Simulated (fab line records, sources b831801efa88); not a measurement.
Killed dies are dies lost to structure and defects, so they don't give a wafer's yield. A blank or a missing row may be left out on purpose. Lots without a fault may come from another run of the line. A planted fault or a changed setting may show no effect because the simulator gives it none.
Problem report in the 8D (eight disciplines) form, filled by code | flow sky130 | the parts of the form that need people (team, actions taken, sign-off) are left out

1. THE PROBLEM
SPACER_CVD_00_THK at SKY_SPACER_THK_MEAS_01 reads a mean of 31.7 nm on 3 wafers of 1 lot; wafers without a fault read 42.6 nm with a standard deviation of 0.44. That is -25 standard deviations from the usual mean.
First seen on wafer L431.1, day 26 17:22, on film_metro-03. The record holds 27 wafers of 9 lots with a number at this step. Rule for "out", or "out of limits": more than 4 standard deviations from the usual mean. The other wafers with a number count as sound.

2. WHAT IT IS AND WHAT IT IS NOT
question                    | is                     | is not
which readings at this step | SPACER_CVD_00_THK      | -
which lots                  | L431                   | L421, L422, L423, L424, L440, L441, L443, L444
which wafers of those lots  | all that have a number | -
read on which gauges        | film_metro-03          | film_metro-02, film_metro-04
when                        | from day 26 17:22      | up to then (12 sound wafers); but 12 sound wafers of L440, L441, L443, L444 came after

3. SUSPECTS, AND WHAT RULES EACH OUT
Counting: a tool at a process step up to the reading stays a suspect if it ran every lot that is out and no sound lot after the first of them.
- the gauge at SKY_SPACER_THK_MEAS_01: ruled out. All the wafers that are out were read on film_metro-03, but those of them that SKY_SPACER_CVD_00 has rows for are out there too, on other tools.
- plasma_asher-01 at SKY_LDD_HVP_STRIP_09 (strips in O2/N2): ruled out as a lasting fault. Sound lots L443 ran on it after its first lot that is out, L431 (day 25 07:55).
- plasma_asher-01 at SKY_LDD_LDN_STRIP_12 (strips in O2/N2): ruled out as a lasting fault. Sound lots L444 ran on it after its first lot that is out, L431 (day 26 13:49).
- lpcvd-02 at SKY_SPACER_CVD_00 (deposits Si3N4 from DCS/NH3, target thk 43.1 nm, time 740 s): ruled out as a lasting fault. Sound lots L440, L441, L443, L444 ran on it after its first lot that is out, L431 (day 26 15:33).
Left after counting: nothing in the record.

4. THE CAUSE (what the simulator had put in)
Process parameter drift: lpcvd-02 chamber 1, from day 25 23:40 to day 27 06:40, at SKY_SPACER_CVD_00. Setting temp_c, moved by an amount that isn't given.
Counting ruled it out, wrongly: the rule takes a fault to strike every lot that its tool runs from its start on, and this one did not.

5. THE CHAIN OF EFFECTS, in route order
Each row: a reading whose mean over the struck wafers that have a number lies more than 3 standard deviations from the usual. Only readings for which the record gives a usual standard deviation are gone through. hours: the time from each lot's start at the first step in this table that gives one to its start at this step, as a median over the lots. sigmas: the change in usual standard deviations.
hours | step                   | reading               | usual      | on struck wafers | change | sigmas
0     | SKY_SPACER_CVD_00      | spike_tc_bottom_C     | 791.0 C    | 773.1            | -17.9  | -7.8
0     | SKY_SPACER_CVD_00      | spike_tc_centre_C     | 770.1 C    | 754.2            | -15.9  | -14
0     | SKY_SPACER_CVD_00      | spike_tc_lower_C      | 770.5 C    | 754.7            | -15.8  | -11
0     | SKY_SPACER_CVD_00      | spike_tc_top_C        | 784.5 C    | 769.3            | -15.2  | -14
0     | SKY_SPACER_CVD_00      | spike_tc_upper_C      | 770.4 C    | 755.2            | -15.2  | -15
0     | SKY_SPACER_CVD_00      | susceptor_temp_C      | 770.0 C    | 753.6            | -16.4  | -44
0     | SKY_SPACER_CVD_00      | zone_power_centre_pct | 14.06 %    | 13.61            | -0.45  | -3.2
2     | SKY_SPACER_THK_MEAS_01 | SPACER_CVD_00_THK     | 42.6 nm    | 31.7             | -10.9  | -25
2     | SKY_SPACER_ETCHBACK_02 | oes_product_au        | 0.849 a.u. | 0.728            | -0.121 | -17
The process steps in it:
- SKY_SPACER_CVD_00: deposits Si3N4 from DCS/NH3, target thk 43.1 nm, time 740 s.
- SKY_SPACER_ETCHBACK_02: etches Si3N4 in CH3F/O2, stops on SiO2, time 46.7 s, target depth 45 nm.

6. WHAT WOULD HAVE CAUGHT IT SOONER
In this record the first reading out of limits at a measuring or inspecting step was taken at day 26 17:22, 18 hours after the fault began at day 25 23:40.
The tool's own readings at SKY_SPACER_CVD_00 were out on every struck wafer that the step has a row for (spike_tc_bottom_C, spike_tc_centre_C, spike_tc_lower_C, spike_tc_top_C, spike_tc_upper_C, susceptor_temp_C): an alarm limit on them would have fired on the first of those.
